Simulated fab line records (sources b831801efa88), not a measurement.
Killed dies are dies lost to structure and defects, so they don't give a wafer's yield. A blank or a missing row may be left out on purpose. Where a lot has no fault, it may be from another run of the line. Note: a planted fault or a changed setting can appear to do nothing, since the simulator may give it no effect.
Which tool did it? / flow sfq line / route of 325 steps, sampled at 1 step: 14 lots, 42 wafers

WHAT EACH GAUGE READ, for each wafer
The record holds no reading of a measuring or inspecting step that can be judged against a usual standard deviation.

EACH LOT AND THE TOOL THAT RAN IT (in order: tool; ch and the chambers of the sampled wafers; start)
lot=L232; SFQ_TRILAYER_I2_VIA_BARC_OPEN_VIA_ETCH_096=rie diel-01 ch 1,2, day 43 17:00
lot=L233; SFQ_TRILAYER_I2_VIA_BARC_OPEN_VIA_ETCH_096=rie diel-04 ch 1,2,3, day 44 10:48
lot=L235; SFQ_TRILAYER_I2_VIA_BARC_OPEN_VIA_ETCH_096=rie diel-04 ch 0,1,2, day 44 23:55
lot=L236; SFQ_TRILAYER_I2_VIA_BARC_OPEN_VIA_ETCH_096=rie diel-01 ch 1,3, day 45 11:55
lot=L237; SFQ_TRILAYER_I2_VIA_BARC_OPEN_VIA_ETCH_096=rie diel-04 ch 1,3, day 45 23:55
lot=L238; SFQ_TRILAYER_I2_VIA_BARC_OPEN_VIA_ETCH_096=rie diel-04 ch 0,1,2, day 46 11:55
lot=L239; SFQ_TRILAYER_I2_VIA_BARC_OPEN_VIA_ETCH_096=rie diel-04 ch 2,3, day 46 17:55
lot=L240; SFQ_TRILAYER_I2_VIA_BARC_OPEN_VIA_ETCH_096=rie diel-04 ch 1,3, day 47 02:19
lot=L242; SFQ_TRILAYER_I2_VIA_BARC_OPEN_VIA_ETCH_096=rie diel-04 ch 1,2,3, day 47 14:19
lot=L243; SFQ_TRILAYER_I2_VIA_BARC_OPEN_VIA_ETCH_096=rie diel-04 ch 0,1,3, day 47 22:37
lot=L245; SFQ_TRILAYER_I2_VIA_BARC_OPEN_VIA_ETCH_096=rie diel-04 ch 0,1,2, day 48 07:01
lot=L247; SFQ_TRILAYER_I2_VIA_BARC_OPEN_VIA_ETCH_096=rie diel-04 ch 0,1,2, day 49 10:37
lot=L249; SFQ_TRILAYER_I2_VIA_BARC_OPEN_VIA_ETCH_096=rie diel-04 ch 0,1,3, day 50 10:45
lot=L254; SFQ_TRILAYER_I2_VIA_BARC_OPEN_VIA_ETCH_096=rie diel-01 ch 0,1,2, day 52 12:12
- SFQ_TRILAYER_I2_VIA_BARC_OPEN_VIA_ETCH_096: etches BARC in O2, target depth 125 nm, time 40.49 s.

AS READ BY THE TOOLS THEMSELVES (means over the sampled wafers that have a number; for cases with no such wafer, the mark the record gives instead)
SFQ_TRILAYER_I2_VIA_BARC_OPEN_VIA_ETCH_096.
lot=L232; tool=rie diel-01; drypump motor current A (A)=6.1; oes product au (a.u.)=0.691; rf fwd power W (W)=494.9
lot=L233; tool=rie diel-04; drypump motor current A (A)=5.7; oes product au (a.u.)=0.695; rf fwd power W (W)=495.6
lot=L235; tool=rie diel-04; drypump motor current A (A)=5.8; oes product au (a.u.)=0.694; rf fwd power W (W)=494.4
lot=L236; tool=rie diel-01; drypump motor current A (A)=5.8; oes product au (a.u.)=0.695; rf fwd power W (W)=495.7
lot=L237; tool=rie diel-04; drypump motor current A (A)=5.4; oes product au (a.u.)=0.695; rf fwd power W (W)=496.3
lot=L238; tool=rie diel-04; drypump motor current A (A)=5.8; oes product au (a.u.)=0.698; rf fwd power W (W)=495.5
lot=L239; tool=rie diel-04; drypump motor current A (A)=5.8; oes product au (a.u.)=0.692; rf fwd power W (W)=495.5
lot=L240; tool=rie diel-04; drypump motor current A (A)=5.5; oes product au (a.u.)=0.697; rf fwd power W (W)=494.5
lot=L242; tool=rie diel-04; drypump motor current A (A)=5.7; oes product au (a.u.)=0.694; rf fwd power W (W)=495.2
lot=L243; tool=rie diel-04; drypump motor current A (A)=5.6; oes product au (a.u.)=0.693; rf fwd power W (W)=495.3
lot=L245; tool=rie diel-04; drypump motor current A (A)=5.8; oes product au (a.u.)=0.692; rf fwd power W (W)=494.7
lot=L247; tool=rie diel-04; drypump motor current A (A)=5.8; oes product au (a.u.)=0.695; rf fwd power W (W)=576.0
lot=L249; tool=rie diel-04; drypump motor current A (A)=5.6; oes product au (a.u.)=0.692; rf fwd power W (W)=574.8
lot=L254; tool=rie diel-01; drypump motor current A (A)=5.8; oes product au (a.u.)=0.696; rf fwd power W (W)=493.4

THE ANSWER, worked out from the rows above alone
Rule: what is usual is taken from the lots themselves. The widest of any qualifying gaps counts: lots, ordered by their means at a reading, are off when they make up no more than a third of the lots, leave a main group of 4 or more, and stand apart from it by 3 or more times the standard deviation of that group's means. A main group is skipped when, at the precision printed for the reading in the tables above, its means are all equal. Also off: a lot with no number at a reading for which 4 or more lots have one. The other lots that the step has rows for count as sound. After the gauges, taken in route order, come the tools' own readings; for these a lot's mean is taken, as printed above. The first step at which some lot is off is used, and at that step the reading that is off furthest; a lot without a number counts as furthest.
Off: L247, L249, at SFQ_TRILAYER_I2_VIA_BARC_OPEN_VIA_ETCH_096 (rf fwd power W). The main group: mean 495.1 W, standard deviation 0.73.
A tool fits if, at that step or a process step before it, it ran every lot that is off, and no sound lot after the first of them. One fits: rie diel-04 at SFQ_TRILAYER_I2_VIA_BARC_OPEN_VIA_ETCH_096. Its last sound lot is L245 (day 48 07:01), its first lot that is off L247 (day 49 10:37): a fault that began between those two fits.
On the lots that are off, the tool's own readings at SFQ_TRILAYER_I2_VIA_BARC_OPEN_VIA_ETCH_096 differ by more than 5 times the standard deviation of the sound lots' means, which bears it out; rf fwd power W reads 575.4 W there versus 495.1 W on the sound lots.

WHAT THE SIMULATOR HAD PUT IN
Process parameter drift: rie diel-04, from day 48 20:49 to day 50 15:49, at SFQ_TRILAYER_I2_VIA_BARC_OPEN_VIA_ETCH_096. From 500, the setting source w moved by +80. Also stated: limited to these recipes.
Lots struck among those shown: L247, L249. This agrees with what the rule above found.
